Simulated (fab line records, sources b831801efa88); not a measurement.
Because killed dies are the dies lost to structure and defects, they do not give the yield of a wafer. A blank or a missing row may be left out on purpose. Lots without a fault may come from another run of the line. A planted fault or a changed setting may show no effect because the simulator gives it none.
fab line records    flow sky130
record lots=5  wafers=15  last-day=50
route steps=708 shown VIA2@523 METAL3@532 PAD_OPEN@708
lots that met no fault: from a run of the same line without faults
start-h: hours from the record's first day to the start of the lot's first wafer shown    wait-h: hours elapsed since this lot's preceding step    " the same as in the row above    L1.1+2: a single row standing in for several wafers    - value missing, or start not given    * or withheld: withheld    < > ~ a bound
route shown NAME@n: a module of which the file shows steps, and the number in the route of the first    usual: the fault-free wafers' mean and standard deviation    same: alike in all rows    chamber/n: place in a boat    sites: the reading at each site    _std_site: how widely they spread, as a standard deviation    _edge_site: outer sites' mean less inner sites'    radius-mm: how far each site lies from the wafer's centre    mask NAME#n: copy n    behind: the tool/chamber that last shaped the wafer    hold: why the lot was held/for how many hours/how that ended    device: whichever transistor did not switch (one of n, p or np)    end of line: at the end of the route, the tests of the same wafers    a step with no rows: only its recipe    killed: not the wafer's yield, but the dies lost to structure and defects at the first sort    map: shows each die of a wafer: x if killed, . if not, _ if none is there
set.NAME: the setting the step ran with; set.NAME@STEP: the setting that earlier step ran with    model.NAME: the simulator's own value behind a step, which no gauge read
a table for each step, a row for each wafer; lots at some steps of the route
services: when a tool's chamber went out of use (start-h, in hours from the record's first day, below 0 if earlier), for how many hours, and the reason
## steps
# step SKY_VIA2_STRIP_16
# recipe chemistry=O2/N2  power-w=1400  pressure-mtorr=1500  platen-temp-c=withheld  o2-flow-sccm=3000  n2-flow-sccm=300  overash-fraction=0.5
# usual drypump-motor-current-A=5.99/0.26  oes-product-au=0.400/0.0046  strip-time-to-endpoint-s=4.055/0.021
lot.wafer  tool             chamber  start-h  wait-h  drypump-motor-current-A  oes-product-au  rf-hours-counter-h  strip-time-to-endpoint-s
L513.2     plasma-asher-03  1        902.59   0.0     6.02                     0.397           107                 3.990
L513.3     "                0        "        "       6.45                     0.394           -                   4.018
L513.5     "                1        "        "       6.00                     0.402           -                   4.028
L515.1     plasma-asher-02  1        925.00   0.0     5.73                     0.396           78                  4.051
L515.3     "                0        "        "       5.60                     0.400           -                   4.043
L515.6     "                1        "        "       5.71                     0.400           -                   4.070
L518.2     plasma-asher-04  0        940.84   0.0     6.27                     0.398           51                  4.063
L518.3     "                1        "        "       5.95                     0.386           -                   4.058
L518.6     "                0        "        "       6.24                     0.405           -                   4.031
L526.1     plasma-asher-02  0        1000.78  0.1     5.61                     0.405           86                  4.062
L526.2     "                1        "        "       5.70                     0.397           86                  4.068
L526.3     "                1        "        "       5.72                     0.399           -                   4.058
L528.1     plasma-asher-02  1        1008.85  0.0     5.71                     0.403           87                  4.081
L528.5     "                1        "        "       5.71                     0.400           -                   4.005
L528.6     "                0        "        "       5.57                     0.398           -                   4.040
# step SKY_VIA2_STRIP_17
# recipe chemistry=post-etch-residue-remover  time-s=1200  temp-c=72.5
# step SKY_VIA2_CLEAN_18
# recipe chemistry=IPA  time-s=180  temp-c=25
# step SKY_VIA2_CLEAN_19
# recipe chemistry=O3/DIW  dry=n2-spin
# step SKY_VIA2_SPUTTER_20
# recipe material=TiN  target-thk-nm=20  chamber-pressure-pa=5  power-w=4000  time-s=80
# usual throttle-valve-pct=29.7/0.84
lot.wafer  tool            chamber  start-h  wait-h  throttle-valve-pct
L513.2     pvd-sputter-03  -        903.19   0.0     29.2
L513.3     "               -        "        "       29.2
L513.5     "               -        "        "       30.8
L515.1     pvd-sputter-02  -        925.59   0.0     28.3
L515.3     "               -        "        "       27.9
L515.6     "               -        "        "       29.4
L518.2     pvd-sputter-03  -        941.44   0.0     30.5
L518.3     "               -        "        "       29.2
L518.6     "               -        "        "       29.3
L526.1     pvd-sputter-04  -        1001.38  0.0     30.8
L526.2     "               -        "        "       30.2
L526.3     "               -        "        "       29.3
L528.1     pvd-sputter-03  -        1009.44  0.0     29.1
L528.5     "               -        "        "       30.9
L528.6     "               -        "        "       29.0
# step SKY_VIA2_CVD_21
# recipe material=W  target-thk-nm=420  time-s=126.4  temp-c=400  pressure-torr=40
# step SKY_VIA2_RS_MEAS_22
# recipe thk-meas-gauge=four-point-probe  reads=W_of_VIA2_CVD_21+TiN_of_VIA2_SPUTTER_20
# usual VIA2_W_RS=0.2744/0.0022
lot.wafer  tool           chamber  start-h  wait-h  VIA2_W_RS[ohm/sq]
L513.2     film-metro-01  -        903.40   0.1     0.2730
L513.3     "              -        "        "       0.2712
L513.5     "              -        "        "       0.2738
L515.1     film-metro-01  -        925.79   0.1     0.2739
L515.3     "              -        "        "       0.2726
L515.6     "              -        "        "       0.2722
L518.2     film-metro-03  -        941.65   0.1     0.2771
L518.3     "              -        "        "       0.2787
L518.6     "              -        "        "       0.2793
L526.1     film-metro-03  -        1001.57  0.1     0.2731
L526.2     "              -        "        "       0.2715
L526.3     "              -        "        "       0.2759
L528.1     film-metro-03  -        1009.63  0.1     0.2745
L528.5     "              -        "        "       0.2704
L528.6     "              -        "        "       0.2726
# step SKY_VIA2_THK_MEAS_23
# recipe thk-meas-gauge=xrf  reads=W_of_VIA2_CVD_21
# usual VIA2_W_THK=413/6.2
lot.wafer  tool           chamber  start-h  wait-h  VIA2_W_THK[nm]
L513.2     film-metro-01  -        903.51   0.1     421
L513.3     "              -        "        "       426
L513.5     "              -        "        "       419
L515.1     film-metro-01  -        925.91   0.1     418
L515.3     "              -        "        "       423
L515.6     "              -        "        "       422
L518.2     film-metro-03  -        941.76   0.1     413
L518.3     "              -        "        "       409
L518.6     "              -        "        "       410
L526.1     film-metro-03  -        1001.69  0.1     412
L526.2     "              -        "        "       417
L526.3     "              -        "        "       405
L528.1     film-metro-03  -        1009.75  0.1     412
L528.5     "              -        "        "       416
L528.6     "              -        "        "       414
# step SKY_VIA2_CMP_24
# recipe stop-on=SiO2  t-overpolish-s=20  down-force-psi=3.5  platen-rpm=60  target-thk-nm=0  pad-velocity-m-s=0.94248
# step SKY_METAL3_SPUTTER_00
# recipe material=Ti  target-thk-nm=15  power-w=3000  time-s=10  chamber-pressure-pa=0.4
# usual throttle-valve-pct=29.4/0.99
lot.wafer  tool            chamber  start-h  wait-h  throttle-valve-pct
L513.2     pvd-sputter-04  -        904.11   0.1     29.8
L513.3     "               -        "        "       30.5
L513.5     "               -        "        "       30.7
L515.1     pvd-sputter-02  -        926.27   0.1     28.9
L515.3     "               -        "        "       28.0
L515.6     "               -        "        "       27.9
L518.2     pvd-sputter-02  -        942.11   0.2     29.6
L518.3     "               -        "        "       29.1
L518.6     "               -        "        "       29.5
L526.1     pvd-sputter-02  -        1002.05  0.2     29.4
L526.2     "               -        "        "       28.8
L526.3     "               -        "        "       28.7
L528.1     pvd-sputter-04  -        1010.11  0.1     31.3
L528.5     "               -        "        "       30.9
L528.6     "               -        "        "       30.0
# step SKY_METAL3_SPUTTER_01
# recipe material=TiN  target-thk-nm=20  power-w=6500  time-s=16.7  chamber-pressure-pa=0.4
# usual throttle-valve-pct=29.4/0.96
lot.wafer  tool            chamber  start-h  wait-h  throttle-valve-pct
L513.2     pvd-sputter-04  -        904.13   0.0     30.0
L513.3     "               -        "        "       30.5
L513.5     "               -        "        "       30.9
L515.1     pvd-sputter-02  -        926.29   0.0     28.9
L515.3     "               -        "        "       28.0
L515.6     "               -        "        "       28.1
L518.2     pvd-sputter-02  -        942.13   0.0     29.3
L518.3     "               -        "        "       28.7
L518.6     "               -        "        "       29.8
L526.1     pvd-sputter-02  -        1002.07  0.0     29.3
L526.2     "               -        "        "       28.8
L526.3     "               -        "        "       28.1
L528.1     pvd-sputter-04  -        1010.13  0.0     30.8
L528.5     "               -        "        "       30.6
L528.6     "               -        "        "       29.8
# step SKY_METAL3_SPUTTER_02
# recipe material=AlCu  target-thk-nm=735  power-w=10600  time-s=39.1  chamber-pressure-pa=0.4
# usual throttle-valve-pct=29.4/0.96
lot.wafer  tool            chamber  start-h  wait-h  throttle-valve-pct
L513.2     pvd-sputter-04  -        904.16   0.0     30.2
L513.3     "               -        "        "       30.4
L513.5     "               -        "        "       30.5
L515.1     pvd-sputter-02  -        926.31   0.0     28.9
L515.3     "               -        "        "       28.0
L515.6     "               -        "        "       28.5
L518.2     pvd-sputter-02  -        942.16   0.0     29.6
L518.3     "               -        "        "       29.2
L518.6     "               -        "        "       29.5
L526.1     pvd-sputter-02  -        1002.10  0.0     29.4
L526.2     "               -        "        "       28.9
L526.3     "               -        "        "       28.5
L528.1     pvd-sputter-04  -        1010.16  0.0     31.2
L528.5     "               -        "        "       30.8
L528.6     "               -        "        "       29.8
# step SKY_METAL3_SPUTTER_03
# recipe material=Ti  target-thk-nm=5  power-w=3000  time-s=3.3  chamber-pressure-pa=0.4
# usual throttle-valve-pct=29.4/0.98
lot.wafer  tool            chamber  start-h  wait-h  throttle-valve-pct  model.Ti_of_METAL3_SPUTTER_03.thk-nm
L513.2     pvd-sputter-04  -        904.20   0.0     29.8                4.931
L513.3     "               -        "        "       30.6                4.961
L513.5     "               -        "        "       30.9                5.011
L515.1     pvd-sputter-02  -        926.35   0.0     29.1                4.989
L515.3     "               -        "        "       27.8                5.067
L515.6     "               -        "        "       28.1                5.088
L518.2     pvd-sputter-02  -        942.19   0.0     29.3                5.204
L518.3     "               -        "        "       29.1                5.256
L518.6     "               -        "        "       29.3                5.134
L526.1     pvd-sputter-02  -        1002.13  0.0     29.3                4.578
L526.2     "               -        "        "       29.0                5.055
L526.3     "               -        "        "       28.5                5.055
L528.1     pvd-sputter-04  -        1010.20  0.0     30.9                4.989
L528.5     "               -        "        "       31.0                4.972
L528.6     "               -        "        "       29.9                4.93
# step SKY_METAL3_SPUTTER_04
# recipe material=TiN  target-thk-nm=70  power-w=6500  time-s=58.3  chamber-pressure-pa=0.4
# step SKY_PAD_OPEN_PROBE_99
# usual defect-limited-yield=82.4/1.8  killed_at_M0_to_M3=44/7  killed_at_M4_up=3.2/2  killed-at-contacts=25/5.3  killed-at-front-end=15/4.3  killed-at-other=0.3/0.54  killed-dies=86/8.7  killed-open=47/6.4  killed-short=39/5.6  sort_bin_3_pad_short=0.9/0.43  sort_bin_5_function=10.4/1.4  sort_bin_6_memory=6.3/1.2  sort-n-pass=406/8.7  sort-yield-pct=82.4/1.8
# same gross-dies=492  killed-at-back-side=0  sort_bin_4_leakage[%]=0  sort_bin_8_speed[%]=0
lot.wafer  tool       chamber  start-h  wait-h  defect-limited-yield[%]  killed_at_M0_to_M3  killed_at_M4_up  killed-at-contacts  killed-at-front-end  killed-at-other  killed-dies  killed-open  killed-short  sort_bin_3_pad_short[%]  sort_bin_5_function[%]  sort_bin_6_memory[%]  sort-n-pass  sort-yield-pct[%]
L526.1     prober-01  -        1190.19  0.1     84.1                     33                  1                24                  20                   0                78           45           33            0.2                      11.2                    4.5                   414          84.1
L526.2     prober-01  -        1190.24  0.1     79.9                     49                  4                27                  19                   0                99           51           48            0                        11.0                    9.1                   393          79.9
L526.3     prober-01  -        1190.29  0.2     81.5                     49                  1                23                  18                   0                91           54           37            0.6                      10.2                    7.7                   401          81.5
# killed by level:class
L526.1 FIELD_ISO:geometric-particle:short=10 CONTACT:geometric-particle:open=10 VIA3:geometric-particle:open=8 LI_CONTACT:geometric-particle:open=7 LOCAL_INTERCONNECT:geometric-particle:short=6 FIELD_ISO:geometric-particle:open=5 VIA2:geometric-particle:open=5 VIA1:geometric-particle:open=3
L526.2 VIA3:geometric-particle:open=12 METAL2:geometric-particle:short=9 LI_CONTACT:geometric-particle:open=7 LOCAL_INTERCONNECT:geometric-particle:short=7 METAL1:geometric-particle:short=7 POLY_GATE:geometric-particle:open=6 VIA2:geometric-particle:open=6 CONTACT:geometric-particle:short=5
L526.3 VIA1:geometric-particle:open=13 LI_CONTACT:geometric-particle:open=8 CONTACT:geometric-particle:open=8 VIA3:geometric-particle:open=8 METAL2:geometric-particle:short=7 FIELD_ISO:geometric-particle:open=6 VIA2:geometric-particle:open=6 FIELD_ISO:geometric-particle:short=5
## services
tool             chamber  start-h  hours  kind
pvd-sputter-02   -        879.21   1.4    repair
pvd-sputter-04   -        885.23   8.5    repair
plasma-asher-04  -        890.69   1.2    repair
pvd-sputter-04   1        909.30   -      consumable-replace:kit
pvd-sputter-04   1        909.30   18.0   scheduled-down
pvd-sputter-04   1        909.30   18.0   vent-cycle
pvd-sputter-02   -        935.66   2.6    repair
pvd-sputter-02   -        946.19   4.0    repair
pvd-sputter-02   -        960.31   6.9    repair
plasma-asher-03  -        971.18   4.8    repair
plasma-asher-03  -        994.45   14.6   pm
## key
first-sign none at tools or gauges
model-effect step=SKY_METAL3_SPUTTER_03  value=Ti_of_METAL3_SPUTTER_03.thk-nm  without=4.97  struck=4.578
met-at SKY_METAL3_SPUTTER_03
struck-wafers L526.1
onset-between 942.19 1002.13
fault kind=process-parameter-drift  tool=pvd-sputter-02  chamber=-  onset-h=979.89  steps=SKY_METAL3_SPUTTER_03  channel=time-s  offset=*  shape=step  end-h=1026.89  acts-in=*  stated=*  scope=struck-wafers-only
